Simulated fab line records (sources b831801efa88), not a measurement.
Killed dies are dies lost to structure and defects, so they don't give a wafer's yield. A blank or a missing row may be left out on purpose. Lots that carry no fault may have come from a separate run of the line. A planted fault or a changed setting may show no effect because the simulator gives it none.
Which tool was responsible?	flow sky130	Sampling: 13 lots, 39 wafers, 4 of 708 route steps

## WHAT THE GAUGES SHOWED, per wafer
SKY_VIA4_OVL_MEAS_11. Usual: VIA4_OVL typically reads 0.5 nm, with standard deviation 1.7.
lot	measured	on	VIA4_OVL (nm)	flag
L980	day 42 21:09	overlay-02	1.0 2.1 1.5	
L983	day 43 09:11	overlay-01	0.3 -0.2 0.7	
L984	day 43 12:41	overlay-02	-0.7 0.6 0.0	
L985	day 44 05:23	overlay-02	-0.9 0.6 -0.3	
L986	day 44 11:39	overlay-02	0.6 1.1 0.4	
L987	day 44 13:44	overlay-01	1.8 1.6 2.7	
L988	day 44 18:05	overlay-02	0.6 -0.8 -0.6	
L989	day 44 21:41	overlay-01	0.1 0.3 1.0	
L991	day 45 09:17	overlay-01	0.8 1.9 1.4	
L992	day 45 19:17	overlay-01	0.1 1.2 -1.2	
L998	day 47 04:08	overlay-01	0.3 -0.1 1.3	
L999	day 47 09:17	overlay-02	0.0 -0.2 0.0	
L103	day 48 13:20	overlay-01	-1.9 -3.1 -0.8	

SKY_VIA4_RS_MEAS_19: measurement is done with a four-point probe. Usual: VIA4_W_RS typically reads 0.2269 ohm/sq, with standard deviation 0.002.
lot	measured	on	VIA4_W_RS (ohm/sq)	flag
L980	day 42 22:08	film metro-04	0.2236 0.2250 0.2253	
L983	day 43 10:14	film metro-02	0.2249 0.2274 0.2286	
L984	day 43 13:37	film metro-02	0.2276 0.2274 0.2262	
L985	day 44 06:17	film metro-02	0.2250 0.2237 0.2251	
L986	day 44 12:35	film metro-02	0.2323 0.2311 0.2306	
L987	day 44 14:40	film metro-01	0.2268 0.2268 0.2299	
L988	day 44 19:02	film metro-01	0.2285 0.2285 0.2267	
L989	day 44 22:40	film metro-04	0.2248 0.2254 0.2267	
L991	day 45 10:13	film metro-04	0.2260 0.2242 0.2227	
L992	day 45 20:12	film metro-02	0.2259 0.2233 0.2280	
L998	day 47 05:08	film metro-01	0.2263 0.2289 0.2279	
L999	day 47 10:17	film metro-01	0.2254 0.2258 0.2271	
L103	day 48 14:19	film metro-01	0.2259 0.2259 0.2253	

## EACH LOT AND THE TOOL THAT RAN IT (in order: tool; ch and the chambers of the sampled wafers; start)
lot	SKY_VIA4_CMP_02	SKY_VIA4_CVD_18
L980	cmp-01 ch 0,3, day 41 21:41	cvd w-02 ch 0,1, day 42 21:59
L983	cmp-01 ch 0,1,3, day 42 10:35	cvd w-02 ch 0, day 43 09:56
L984	cmp-02 ch 0,1, day 42 14:11	cvd w-01 ch 0,1, day 43 13:26
L985	cmp-02 ch 0,1,3, day 43 06:06	cvd w-01 ch 0,1, day 44 06:08
L986	cmp-02 ch 0,1, day 43 13:26	cvd w-01 ch 0,1, day 44 12:27
L987	cmp-01 ch 2,3, day 43 14:49	cvd w-02 ch 0, day 44 14:31
L988	cmp-01 ch 0,1,2, day 43 20:34	cvd w-01 ch 0, day 44 18:53
L989	cmp-02 ch 0,2,3, day 43 23:26	cvd w-01 ch 0,1, day 44 22:31
L991	cmp-02 ch 2,3, day 44 12:38	cvd w-01 ch 0,1, day 45 10:03
L992	cmp-01 ch 1,2, day 44 21:19	cvd w-02 ch 0,1, day 45 20:03
L998	cmp-02 ch 0,1,3, day 46 08:15	cvd w-02 ch 0,1, day 47 04:59
L999	cmp-01 ch 0,1, day 46 13:21	cvd w-02 ch 0,1, day 47 10:07
L103	cmp-01 ch 0,1, day 47 18:51	cvd w-01 ch 0,1, day 48 14:08
- SKY_VIA4_CMP_02: polishes SiO2.
- SKY_VIA4_CVD_18: deposits W, target thk 505 nm, time 152.14 s.

## AS READ BY THE TOOLS THEMSELVES (means over the sampled wafers that have a number; for cases with no such wafer, the mark the record gives instead)
SKY_VIA4_CMP_02. Usual: motor current A 12.2 A, standard deviation 0.82.
lot	tool	motor current A (A)	flag
L980	cmp-01	12.2	
L983	cmp-01	12.4	
L984	cmp-02	12.3	
L985	cmp-02	11.6	
L986	cmp-02	11.6	
L987	cmp-01	12.2	
L988	cmp-01	11.6	
L989	cmp-02	12.2	
L991	cmp-02	12.4	
L992	cmp-01	12.5	
L998	cmp-02	11.8	
L999	cmp-01	12.2	
L103	cmp-01	12.4	

SKY_VIA4_CVD_18. Usual: heater power w 822 W, standard deviation 120.
lot	tool	heater power w (W)	flag
L980	cvd w-02	959	
L983	cvd w-02	930	
L984	cvd w-01	738	
L985	cvd w-01	697	
L986	cvd w-01	733	
L987	cvd w-02	948	
L988	cvd w-01	770	
L989	cvd w-01	747	
L991	cvd w-01	702	
L992	cvd w-02	932	
L998	cvd w-02	939	
L999	cvd w-02	949	
L103	cvd w-01	738	

## THE ANSWER, worked out from the rows above alone
Rule: lot off if the mean of its wafers having a number is beyond 3 standard deviations from the usual mean. A lot without any number at a reading at which 4 lots or more have one is off too. Any other lot the step has rows for is counted as sound. The gauges are gone through in route order, then the tools' own readings, and for those a lot's mean is taken as printed above. The first step at which some lot is off is used, and at that step the reading that is off furthest; a lot without a number counts as furthest.
Nothing can be told from this: no lot is off at any reading shown.

## WHAT HAD BEEN PUT IN BY THE SIMULATOR
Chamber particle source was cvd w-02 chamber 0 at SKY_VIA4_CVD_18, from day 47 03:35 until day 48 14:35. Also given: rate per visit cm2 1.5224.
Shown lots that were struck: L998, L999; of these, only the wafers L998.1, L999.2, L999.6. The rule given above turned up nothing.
